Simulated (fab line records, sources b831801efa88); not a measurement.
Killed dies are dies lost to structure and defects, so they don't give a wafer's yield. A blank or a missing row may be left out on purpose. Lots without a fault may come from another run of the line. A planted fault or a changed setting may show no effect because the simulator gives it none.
fab line records | flow sky130 | part 1 of 2: steps 1 to 29 of 40
record lots=5 wafers=15 last_day=49
route steps=708 shown FIELD_ISO@17 NWELL@32 DNWELL@35 PWDE@45
lots that met no fault: from a run of the same line without faults
start_h: hours from the record's first day to the start of the lot's first wafer shown | wait_h: hours since the lot's step before | " the same as in the row above | L1.1+2: a row that stands for several wafers | - no value, or no start given | * or withheld: withheld | < > ~ a bound
route shown NAME@n: a module of which the file shows steps, and the number in the route of the first | usual: mean/standard deviation of fault-free wafers | same: alike in all rows | chamber/n: place in a boat | sites: the reading at each site | _std_site: their standard deviation | _edge_site: outer sites' mean less inner sites' | radius_mm: how far each site lies from the wafer's centre | mask NAME#n: copy n | behind: the tool/chamber that last shaped the wafer | hold: why the lot was held/for how many hours/how that ended | device: the transistor (n, p or np) that didn't switch | end of line: the same wafers' tests at the end of the route | a step without rows: its recipe alone | killed: dies lost to structure and defects at the first sort, not the wafer's yield | map: a wafer's dies, x killed, . not, _ none there
set.NAME: the setting as run; set.NAME@STEP: as run at that earlier step | model.NAME: the simulator's own value behind a step, which no gauge read
lots at some steps of the route; a table a step, a row a wafer
services: from which hour (start_h, from the record's first day; less than 0 if before it) a tool's chamber was out of use, for how many hours, and why
## steps
# step SKY_FIELD_ISO_STRIP_16
# recipe chemistry=O2/N2 power_w=1400 pressure_mtorr=1500 platen_temp_c=withheld o2_flow_sccm=3000 n2_flow_sccm=300 overash_fraction=0.5
# usual drypump_motor_current_A=5.9/0.46 oes_product_au=0.378/0.0051 strip_time_to_endpoint_s=3.57/0.039
# columns lot.wafer tool chamber start_h wait_h drypump_motor_current_A oes_product_au rf_hours_counter_h strip_time_to_endpoint_s
L074.3 plasma_asher-02 0 31.23 0.1 6.6 0.378 - 3.53
L074.4 " 1 " " 5.1 0.369 - 3.50
L074.6 " 1 " " 5.1 0.386 - 3.57
L076.1 plasma_asher-04 1 40.25 0.0 5.9 0.385 36 3.60
L076.2 " 0 " " 5.6 0.379 36 3.58
L076.4 " 0 " " 5.6 0.377 - 3.56
L077.2 plasma_asher-04 0 46.25 0.0 5.6 0.382 36 3.52
L077.3 " 0 " " 5.5 0.375 - 3.58
L077.6 " 1 " " 5.9 0.381 - 3.58
L079.1 plasma_asher-03 1 54.13 0.0 5.7 0.384 38 3.56
L079.3 " 0 " " 6.2 0.376 - 3.51
L079.5 " 0 " " 6.2 0.384 - 3.51
L091.2 plasma_asher-04 1 116.58 0.0 5.9 0.382 43 3.63
L091.5 " 1 " " 5.9 0.382 - 3.62
L091.6 " 0 " " 5.6 0.377 - 3.58
# step SKY_FIELD_ISO_ETCH_17
# recipe target_depth_a=3420 mask_material=Si3N4 chemistry=HBr/Cl2/O2 target=Si taper_deg=5 icp_w=600 bias_w=150 pressure_mtorr=15 HBr_flow_sccm=150 Cl2_flow_sccm=40 O2_flow_sccm=6 time_s=97.7
# usual drypump_motor_current_A=5.7/0.49 mfc_cl2_sccm=40.01/0.13 oes_product_au=1.001/0.01 throttle_valve_pct=25.655/0.012
# columns lot.wafer tool chamber start_h wait_h drypump_motor_current_A mfc_cl2_sccm oes_product_au rf_hours_counter_h throttle_valve_pct
L074.3 rie_si-02 0 31.30 0.0 5.1 39.92 1.005 11 25.652
L074.4 " 1 " " 6.2 39.96 1.007 138 25.660
L074.6 " 2 " " 6.1 39.75 0.990 - 25.664
L076.1 rie_si-02 3 40.35 0.1 5.7 40.05 1.016 9 25.653
L076.2 " 1 " " 6.2 39.92 1.009 138 25.664
L076.4 " 2 " " 6.1 40.07 0.996 74 25.635
L077.2 rie_si-01 1 46.35 0.1 5.9 39.97 1.008 134 25.638
L077.3 " 2 " " 6.3 40.08 1.008 120 25.657
L077.6 " 1 " " 5.9 39.99 1.013 - 25.649
L079.1 rie_si-02 0 54.23 0.1 5.1 40.01 1.004 11 25.648
L079.3 " 1 " " 6.2 40.13 1.012 138 25.636
L079.5 " 2 " " 6.0 40.04 1.005 - 25.659
L091.2 rie_si-02 0 116.68 0.1 5.1 39.95 1.007 12 25.655
L091.5 " 2 " " 6.1 40.14 1.000 - 25.651
L091.6 " 3 " " 5.7 40.14 1.002 - 25.646
# step SKY_FIELD_ISO_WET_ETCH_18
# recipe chemistry=H3PO4 target_depth_nm=25 temp_c=160 target=Si3N4 time_s=286
# columns lot.wafer tool chamber start_h wait_h
L074.3+4+6 wet_bench-01 2 31.37 0.0
L076.1+2+4 wet_bench-01 2 40.42 0.0
L077.2+3+6 wet_bench-03 2 46.42 0.0
L079.1+3+5 wet_bench-01 0 54.31 0.0
L091.2+5+6 wet_bench-04 1 116.76 0.0
# step SKY_FIELD_ISO_CLEAN_19
# recipe chemistry=SC1/SC2 mix=1:4:20 temp_c=70 time_s=150
# columns lot.wafer tool chamber start_h wait_h
L074.3+4+6 wet_bench-04 1 31.46 0.0
L076.1+2+4 wet_bench-04 2 40.51 0.0
L077.2+3+6 wet_bench-01 1 46.51 0.0
L079.1+3+5 wet_bench-04 2 54.39 0.0
L091.2+5+6 wet_bench-01 0 116.84 0.0
# step SKY_FIELD_ISO_CLEAN_20
# recipe chemistry=dHF time_s=20 dilution=100:1
# columns lot.wafer tool chamber start_h wait_h
L074.3+4+6 wet_bench-03 0 31.51 0.0
L076.1+2+4 wet_bench-01 0 40.56 0.0
L077.2+3+6 wet_bench-03 1 46.56 0.0
L079.1+3+5 wet_bench-03 0 54.49 0.0
L091.2+5+6 wet_bench-03 2 116.89 0.0
# step SKY_FIELD_ISO_WET_ETCH_21
# recipe chemistry=dHF dilution=100:1 target_depth_nm=20 dry=ipa_marangoni target=SiO2 temp_c=25 time_s=400
# columns lot.wafer tool chamber start_h wait_h
L074.3+4+6 wet_bench-01 3 31.53 0.0
L076.1+2+4 wet_bench-04 2 40.57 0.0
L077.2+3+6 wet_bench-01 2 46.58 0.0
L079.1+3+5 wet_bench-01 3 54.51 0.0
L091.2+5+6 wet_bench-04 2 116.91 0.0
# step SKY_FIELD_ISO_OXIDATION_22
# recipe temp_c=950 ambient=O2 stabilise_s=600 purge_s=300 target_thk_a=100 ox_time_s=623
# same ox_time_s=623
# columns lot.wafer tool chamber start_h wait_h
L074.3+4+6 furnace-02 0 31.65 0.0
L076.1+2+4 furnace-01 0 40.69 0.0
L077.2+3+6 furnace-01 0 47.85 1.1
L079.1+3+5 furnace-01 0 54.74 0.1
L091.2+5+6 furnace-01 0 118.72 1.7
# step SKY_FIELD_ISO_THK_MEAS_23
# recipe reads=SiO2_of_FIELD_ISO_OXIDATION_22
# usual FIELD_ISO_OXIDATION_01_THK=10.10/0.18
# columns lot.wafer tool chamber start_h wait_h FIELD_ISO_OXIDATION_01_THK[nm]
L074.3 film_metro-04 - 32.84 0.0 9.86
L074.4 " - " " 9.75
L074.6 " - " " 10.07
L076.1 film_metro-01 - 41.87 0.0 10.25
L076.2 " - " " 10.18
L076.4 " - " " 10.11
L077.2 film_metro-03 - 49.04 0.0 9.96
L077.3 " - " " 9.92
L077.6 " - " " 9.93
L079.1 film_metro-03 - 55.91 0.0 10.01
L079.3 " - " " 9.99
L079.5 " - " " 9.91
L091.2 film_metro-03 - 119.91 0.0 10.34
L091.5 " - " " 10.22
L091.6 " - " " 10.37
# step SKY_FIELD_ISO_CVD_24
# recipe material=SiO2 target_thk_nm=595 temp_c=650 sigma_open_frac=0.3 time_s=99.2 sih4_flow_sccm=60 pressure_mtorr=6
# columns lot.wafer tool chamber start_h wait_h
L074.3+4+6 hdpcvd-01 0,2,0 32.92 0.1
L076.1+2+4 hdpcvd-01 2,1,1 41.93 0.1
L077.2+3+6 hdpcvd-02 1,0,1 49.09 0.0
L079.1+3+5 hdpcvd-02 1,0,0 55.97 0.1
L091.2+5+6 hdpcvd-01 2,0,1 119.96 0.0
# step SKY_FIELD_ISO_THK_MEAS_25
# recipe reads=SiO2_of_FIELD_ISO_CVD_24
# usual FIELD_ISO_CVD_24_THK=598/6.4
# columns lot.wafer tool chamber start_h wait_h FIELD_ISO_CVD_24_THK[nm]
L074.3 film_metro-04 - 33.01 0.1 605
L074.4 " - " " 595
L074.6 " - " " 603
L076.1 film_metro-04 - 42.00 0.0 593
L076.2 " - " " 607
L076.4 " - " " 600
L077.2 film_metro-04 - 49.17 0.0 604
L077.3 " - " " 603
L077.6 " - " " 608
L079.1 film_metro-04 - 56.04 0.0 602
L079.3 " - " " 604
L079.5 " - " " 617
L091.2 film_metro-03 - 120.04 0.0 613
L091.5 " - " " 598
L091.6 " - " " 596
# step SKY_FIELD_ISO_ANNEAL_26
# recipe temp_c=1000 time_s=1800 ambient=N2
# columns lot.wafer tool chamber start_h wait_h
L074.3+4+6 furnace-01 0 33.05 0.0
L076.1+2+4 furnace-02 0 43.03 1.0
L077.2+3+6 furnace-02 0 50.37 1.2
L079.1+3+5 furnace-02 0 57.20 1.1
L091.2+5+6 furnace-01 0 120.09 0.0
# step SKY_FIELD_ISO_CMP_27
# recipe stop_on=Si3N4 t_overpolish_s=16 down_force_psi=4 platen_rpm=60 target_thk_nm=457.8 pad_velocity_m_s=0.94248
# usual motor_current_A=12.0/0.88 overpolish_run_s=15.999/0.0096 slurry_filter_dp_kPa=13.50/0.14 time_to_endpoint_s=111/5.5
# columns lot.wafer tool chamber start_h wait_h motor_current_A overpolish_run_s slurry_filter_dp_kPa time_to_endpoint_s
L074.4 cmp-02 1 34.55 0.0 12.0 15.988 13.75 115
L074.3 " 2 " " 12.3 16.000 13.51 118
L074.6 " 2 " " 11.8 16.003 13.86 119
L076.4 cmp-02 2 44.58 0.1 12.0 15.990 13.72 116
L076.1 " 3 " " 10.3 15.988 13.64 122
L076.2 " 0 " " 12.0 15.989 13.47 116
L077.2 cmp-01 2 51.87 0.0 13.0 15.989 13.58 110
L077.3 " 3 " " 12.4 15.991 13.72 107
L077.6 " 3 " " 12.0 16.007 13.48 108
L079.3 cmp-02 3 58.70 0.0 10.8 16.000 13.29 120
L079.1 " 0 " " 12.5 16.013 13.56 108
L079.5 " 3 " " 10.2 16.014 13.28 119
L091.2 cmp-01 1 121.64 0.1 11.4 16.000 13.33 109
L091.6 " 0 " " 13.1 15.975 13.36 107
L091.5 " 1 " " 11.1 15.976 13.56 105
# step SKY_FIELD_ISO_WET_ETCH_28
# recipe chemistry=dHF target_depth_nm=23.7 target=SiO2 dilution=10:1 temp_c=25 time_s=47
# columns lot.wafer tool chamber start_h wait_h
L074.3+4+6 wet_bench-04 2 34.85 0.2
L076.1+2+4 wet_bench-01 0 44.83 0.1
L077.2+3+6 wet_bench-03 3 52.17 0.2
L079.1+3+5 wet_bench-04 1 59.00 0.2
L091.2+5+6 wet_bench-01 0 121.89 0.2
# step SKY_FIELD_ISO_WET_ETCH_29
# recipe chemistry=H3PO4 target_depth_nm=160 target=Si3N4 temp_c=160 time_s=1825
# columns lot.wafer tool chamber start_h wait_h
L074.3+4+6 wet_bench-03 3 34.87 0.0
L076.1+2+4 wet_bench-04 0 44.85 0.0
L077.2+3+6 wet_bench-04 1 52.19 0.0
L079.1+3+5 wet_bench-03 2 59.02 0.0
L091.2+5+6 wet_bench-03 1 121.91 0.0
# step SKY_FIELD_ISO_WET_ETCH_30
# recipe chemistry=dHF target_depth_nm=25 target=SiO2 dilution=10:1 temp_c=25 time_s=50
# columns lot.wafer tool chamber start_h wait_h
L074.3+4+6 wet_bench-03 2 35.39 0.0
L076.1+2+4 wet_bench-03 0 45.88 0.0
L077.2+3+6 wet_bench-01 0 53.22 0.0
L079.1+3+5 wet_bench-04 0 59.54 0.0
L091.2+5+6 wet_bench-04 2 122.42 0.0
# step SKY_NWELL_CLEAN_00
# recipe chemistry=SC1/SC2 mix=1:4:20 temp_c=70 time_s=150 dry=n2_spin
# columns lot.wafer tool chamber start_h wait_h
L074.3+4+6 wet_bench-03 2 35.41 0.0
L076.1+2+4 wet_bench-01 1 45.90 0.0
L077.2+3+6 wet_bench-04 0 53.25 0.0
L079.1+3+5 wet_bench-03 1 59.56 0.0
L091.2+5+6 wet_bench-03 2 122.45 0.0
# step SKY_NWELL_OXIDATION_01
# recipe temp_c=900 ambient=O2 stabilise_s=600 purge_s=300 target_thk_a=100 ox_time_s=1418
# same ox_time_s=1418
# columns lot.wafer tool chamber start_h wait_h
L074.3+4+6 furnace-01 0 35.46 0.0
L076.1+2+4 furnace-02 0 47.45 1.5
L077.2+3+6 furnace-02 0 54.30 0.9
L079.1+3+5 furnace-01 0 60.17 0.6
L091.2+5+6 furnace-02 0 122.50 0.0
# step SKY_NWELL_THK_MEAS_02
# recipe reads=SiO2_of_NWELL_OXIDATION_01
# usual NWELL_OXIDATION_THK=10.05/0.18
# columns lot.wafer tool chamber start_h wait_h NWELL_OXIDATION_THK[nm]
L074.3 film_metro-03 - 36.87 0.0 9.86
L074.4 " - " " 9.77
L074.6 " - " " 10.03
L076.1 film_metro-02 - 48.84 0.0 10.16
L076.2 " - " " 10.08
L076.4 " - " " 9.96
L077.2 film_metro-01 - 55.70 0.0 9.78
L077.3 " - " " 10.03
L077.6 " - " " 9.91
L079.1 film_metro-02 - 61.57 0.0 10.41
L079.3 " - " " 10.15
L079.5 " - " " 10.30
L091.2 film_metro-03 - 123.90 0.0 10.09
L091.5 " - " " 10.20
L091.6 " - " " 10.08
# step SKY_DNWELL_DEHYDRATE_00
# recipe temp_c=200 time_s=60
# usual resist_line_temp_C=22.99/0.083
# columns lot.wafer tool chamber start_h wait_h resist_line_temp_C
L074.3 litho_track-04 0 44.28 7.4 22.94
L074.4 " 0 " " 22.89
L074.6 " 0 " " 23.06
L076.1 litho_track-04 0 56.13 7.3 23.03
L076.2 " 0 " " 23.15
L076.4 " 0 " " 23.08
L077.2 litho_track-04 0 63.56 7.8 22.88
L077.3 " 0 " " 22.92
L077.6 " 0 " " 22.97
L079.1 litho_track-01 0 68.87 7.3 23.02
L079.3 " 0 " " 23.02
L079.5 " 0 " " 23.01
L091.2 litho_track-02 0 131.82 7.9 22.92
L091.5 " 0 " " 22.88
L091.6 " 0 " " 23.07
# step SKY_DNWELL_HMDS_01
# recipe prime_time_s=60 prime_temp_c=120
# usual resist_line_temp_C=22.96/0.12
# columns lot.wafer tool chamber start_h wait_h resist_line_temp_C
L074.3 litho_track-04 0 44.43 0.1 22.88
L074.4 " 0 " " 22.83
L074.6 " 0 " " 22.85
L076.1 litho_track-04 0 56.28 0.1 23.19
L076.2 " 0 " " 23.09
L076.4 " 0 " " 23.10
L077.2 litho_track-04 0 63.71 0.1 23.03
L077.3 " 0 " " 23.05
L077.6 " 0 " " 23.04
L079.1 litho_track-01 0 69.02 0.1 22.90
L079.3 " 0 " " 22.66
L079.5 " 0 " " 22.85
L091.2 litho_track-02 0 131.97 0.1 23.06
L091.5 " 0 " " 22.92
L091.6 " 0 " " 22.99
# step SKY_DNWELL_COAT_02
# recipe spin_rpm=2000 resist_thk_nm=3000
# usual dispense_pressure_kPa=49/3 resist_line_temp_C=22.99/0.1
# columns lot.wafer tool chamber start_h wait_h dispense_pressure_kPa resist_line_temp_C
L074.3 litho_track-04 0 44.58 0.1 51 22.88
L074.4 " 0 " " 51 23.20
L074.6 " 0 " " 51 23.10
L076.1 litho_track-04 0 56.43 0.1 51 22.94
L076.2 " 0 " " 51 23.06
L076.4 " 0 " " 51 22.95
L077.2 litho_track-04 0 63.86 0.1 51 22.92
L077.3 " 0 " " 51 22.98
L077.6 " 0 " " 51 23.05
L079.1 litho_track-01 0 69.17 0.1 48 22.99
L079.3 " 0 " " 48 22.99
L079.5 " 0 " " 48 22.89
L091.2 litho_track-02 0 132.12 0.1 44 22.94
L091.5 " 0 " " 44 22.96
L091.6 " 0 " " 44 23.06
# step SKY_DNWELL_SOFTBAKE_03
# recipe temp_c=110 time_s=withheld
# usual resist_line_temp_C=23.01/0.1
# columns lot.wafer tool chamber start_h wait_h resist_line_temp_C
L074.3 litho_track-04 0 44.75 0.1 23.05
L074.4 " 0 " " 23.02
L074.6 " 0 " " 22.94
L076.1 litho_track-04 0 56.58 0.1 23.05
L076.2 " 0 " " 23.00
L076.4 " 0 " " 22.97
L077.2 litho_track-04 0 64.02 0.1 22.95
L077.3 " 0 " " 23.05
L077.6 " 0 " " 22.94
L079.1 litho_track-01 0 69.32 0.1 22.99
L079.3 " 0 " " 22.84
L079.5 " 0 " " 22.84
L091.2 litho_track-02 0 132.27 0.1 22.86
L091.5 " 0 " " 22.93
L091.6 " 0 " " 22.83
# step SKY_DNWELL_EXPOSE_04
# recipe mask_id=DNM na=0.57 target_cd_nm=3000 dose_mj=222
# same na=0.57
# columns lot.wafer tool chamber start_h wait_h mask
L074.3+4+6 iline_stepper-01 0 - - DNM#0
L076.1+2+4 iline_stepper-02 0 - - DNM#0
L077.2+3+6 iline_stepper-01 0 - - DNM#0
L079.1+3+5 iline_stepper-01 0 - - DNM#0
L091.2+5+6 iline_stepper-02 0 - - DNM#0
# step SKY_DNWELL_PEB_05
# recipe temp_c=115 time_s=withheld
# usual resist_line_temp_C=23.00/0.11
# columns lot.wafer tool chamber start_h wait_h resist_line_temp_C
L074.3 litho_track-04 0 - - 22.99
L074.4 " 0 " " 22.98
L074.6 " 0 " " 22.99
L076.1 litho_track-04 0 - - 22.81
L076.2 " 0 " " 22.90
L076.4 " 0 " " 22.87
L077.2 litho_track-02 0 - - 23.04
L077.3 " 0 " " 22.93
L077.6 " 0 " " 23.18
L079.1 litho_track-02 0 - - 22.98
L079.3 " 0 " " 22.86
L079.5 " 0 " " 23.02
L091.2 litho_track-02 0 - - 23.06
L091.5 " 0 " " 22.99
L091.6 " 0 " " 23.03
# step SKY_DNWELL_DEVELOP_06
# recipe wall_angle_deg=90 developer=TMAH develop_time_s=60 dev_temp_c=23
# usual resist_line_temp_C=23.01/0.095
# same develop_time_s=60
# columns lot.wafer tool chamber start_h wait_h resist_line_temp_C
L074.3 litho_track-04 0 - - 23.04
L074.4 " 0 " " 23.17
L074.6 " 0 " " 22.99
L076.1 litho_track-04 0 - - 22.98
L076.2 " 0 " " 22.96
L076.4 " 0 " " 23.06
L077.2 litho_track-02 0 - - 22.96
L077.3 " 0 " " 22.96
L077.6 " 0 " " 22.83
L079.1 litho_track-02 0 - - 23.04
L079.3 " 0 " " 22.87
L079.5 " 0 " " 22.98
L091.2 litho_track-02 0 - - 23.00
L091.5 " 0 " " 23.09
L091.6 " 0 " " 22.95
# step SKY_DNWELL_IMPLANT_07
# recipe species=P energy_kev=withheld dose_cm2=withheld tilt_deg=withheld
# columns lot.wafer tool chamber start_h wait_h
L074.3+4+6 implanter-04 0 52.45 -
L076.1+2+4 implanter-04 0 65.18 -
L077.2+3+6 implanter-04 0 71.42 -
L079.1+3+5 implanter-04 0 77.54 -
L091.2+5+6 implanter-03 0 142.97 -
# step SKY_DNWELL_STRIP_08
# recipe chemistry=O2/N2 power_w=1400 pressure_mtorr=1500 platen_temp_c=withheld o2_flow_sccm=3000 n2_flow_sccm=300 overash_fraction=0.5
# usual drypump_motor_current_A=5.8/0.43 oes_product_au=0.724/0.0046 strip_time_to_endpoint_s=36.96/0.11
# columns lot.wafer tool chamber start_h wait_h drypump_motor_current_A oes_product_au rf_hours_counter_h strip_time_to_endpoint_s
L074.3 plasma_asher-01 0 52.58 0.1 5.6 0.728 - 37.00
L074.4 " 1 " " 5.6 0.725 - 37.13
L074.6 " 1 " " 5.6 0.731 - 37.09
L076.1 plasma_asher-01 1 65.33 0.1 5.7 0.726 35 37.02
L076.2 " 0 " " 5.7 0.727 35 36.94
L076.4 " 0 " " 5.7 0.726 - 36.99
L077.2 plasma_asher-01 0 71.54 0.1 5.7 0.728 35 37.06
L077.3 " 0 " " 5.6 0.724 - 37.04
L077.6 " 1 " " 5.6 0.726 - 37.01
L079.1 plasma_asher-02 1 77.69 0.1 5.1 0.723 29 36.82
L079.3 " 0 " " 6.6 0.718 - 36.77
L079.5 " 1 " " 5.1 0.720 - 36.75
L091.2 plasma_asher-02 1 143.09 0.1 5.0 0.723 35 36.93
L091.5 " 1 " " 5.1 0.723 - 37.02
L091.6 " 0 " " 6.6 0.728 - 36.86
# step SKY_DNWELL_TW_MEAS_09
# usual DNWELL_TW=1105/11
# columns lot.wafer tool chamber start_h wait_h DNWELL_TW
L074.3 film_metro-02 - 52.67 0.1 1079
L074.4 " - " " 1077
L074.6 " - " " 1079
L076.1 film_metro-01 - 65.43 0.1 1106
L076.2 " - " " 1100
L076.4 " - " " 1102
L077.2 film_metro-01 - 71.65 0.1 1100
L077.3 " - " " 1104
L077.6 " - " " 1102
L079.1 film_metro-03 - 77.79 0.1 1115
L079.3 " - " " 1108
L079.5 " - " " 1118
L091.2 film_metro-03 - 143.20 0.1 1109
L091.5 " - " " 1109
L091.6 " - " " 1108
# step SKY_PWDE_DEHYDRATE_00
# recipe temp_c=200 time_s=60
# usual resist_line_temp_C=22.99/0.1
# columns lot.wafer tool chamber start_h wait_h resist_line_temp_C
L074.3 litho_track-04 0 60.28 7.6 23.06
L074.4 " 0 " " 23.03
L074.6 " 0 " " 22.98
L076.1 litho_track-04 0 72.23 6.8 22.97
L076.2 " 0 " " 22.82
L076.4 " 0 " " 22.84
L077.2 litho_track-02 0 79.32 7.7 23.00
L077.3 " 0 " " 23.15
L077.6 " 0 " " 23.08
L079.1 litho_track-04 0 86.13 8.3 22.82
L079.3 " 0 " " 23.03
L079.5 " 0 " " 22.91
L091.2 litho_track-04 0 151.56 8.3 23.08
L091.5 " 0 " " 22.86
L091.6 " 0 " " 23.07
